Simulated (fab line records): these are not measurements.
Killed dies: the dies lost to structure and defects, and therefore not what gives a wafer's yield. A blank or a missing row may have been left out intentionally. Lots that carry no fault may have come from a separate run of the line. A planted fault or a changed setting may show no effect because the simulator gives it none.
Problem report in the 8D (eight disciplines) form, filled by code + flow sky130 + the parts of the form that need people (team, actions taken, sign-off) are left out

1. WHAT IS WRONG
Across 6 wafers from 2 lots, VIA4_OVL at SKY_VIA4_OVL_MEAS_11 averages 134.1 nm, while fault-free wafers read 1.1 nm with a standard deviation of 1.4. Measured from the usual mean, that is +95 standard deviations.
Earliest sighting: wafer L619.1 on overlay-02 at day 47 06:55. At this step, 42 wafers from 14 lots have a number in the record. Rule for "out", or "out of limits": more than 4 standard deviations from the usual mean. The other wafers with a number count as sound.

2. WHAT IT IS, AND WHAT IT ISN'T
| question                    | is                     | is not                                                                 |
|-----------------------------|------------------------|------------------------------------------------------------------------|
| which readings at this step | VIA4_OVL               | -                                                                      |
| which lots                  | L618, L619             | L603, L604, L605, L606, L607, L609, L610, L611, L613, L614, L615, L626 |
| which wafers of those lots  | all that have a number | -                                                                      |
| read on which gauges        | overlay-01, overlay-02 | -                                                                      |
| when                        | from day 47 06:55      | up to then (33 sound wafers); but 3 sound wafers of L626 came after    |

3. WHAT RULES OUT EACH SUSPECT
Counting: a tool at any process step up to the reading remains a suspect when it ran all the lots that are out and ran no sound lot after the first of those.
- the gauge at SKY_VIA4_OVL_MEAS_11 has been ruled out. 2 gauges (overlay-01, overlay-02) read the wafers that are out.
- iline stepper-01 at SKY_VIA4_EXPOSE_08 (exposes mask VIM4, target cd 800 nm): kept. It ran every lot that is out, first L619 (day 46 20:58), and no sound lot after that; its last sound lot up to then is L615 (day 45 15:53).
Remaining after the count: iline stepper-01 at SKY_VIA4_EXPOSE_08.

4. THE CAUSE (what the simulator had put in)
Scanner matching overlay: iline stepper-01, from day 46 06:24 on, at SKY_VIA4_EXPOSE_08. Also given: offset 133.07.
This tool alone remained once counting was done.

5. SEQUENCE OF EFFECTS, ordered by route
Rows list readings where the struck wafers' mean (over those with a number) sits beyond 3 standard deviations from the usual. Only readings for which the record gives a usual standard deviation are gone through. hours: the time from each lot's start at the first step in this table that gives one to its start at this step, as a median over the lots. sigmas: the change in usual standard deviations.
| hours | step                 | reading  | usual  | on struck wafers | change | sigmas |
|-------|----------------------|----------|--------|------------------|--------|--------|
| 0     | SKY_VIA4_OVL_MEAS_11 | VIA4_OVL | 1.1 nm | 134.1            | +133.0 | +95    |

6. WHAT WOULD HAVE CAUGHT IT SOONER
In this record the first reading out of limits at a measuring or inspecting step was taken at day 47 06:55, 25 hours after the fault began at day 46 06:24.
Tool readings at SKY_VIA4_EXPOSE_08 with a usual standard deviation given in the record: none out on any struck wafer, hence no alarm at a limit of 4 standard deviations on them.
Each of the lots that are out, 2 in all, had begun SKY_VIA4_EXPOSE_08 on iline stepper-01 no later than day 47 06:55. None of them would have been spared by holding the tool at that moment.
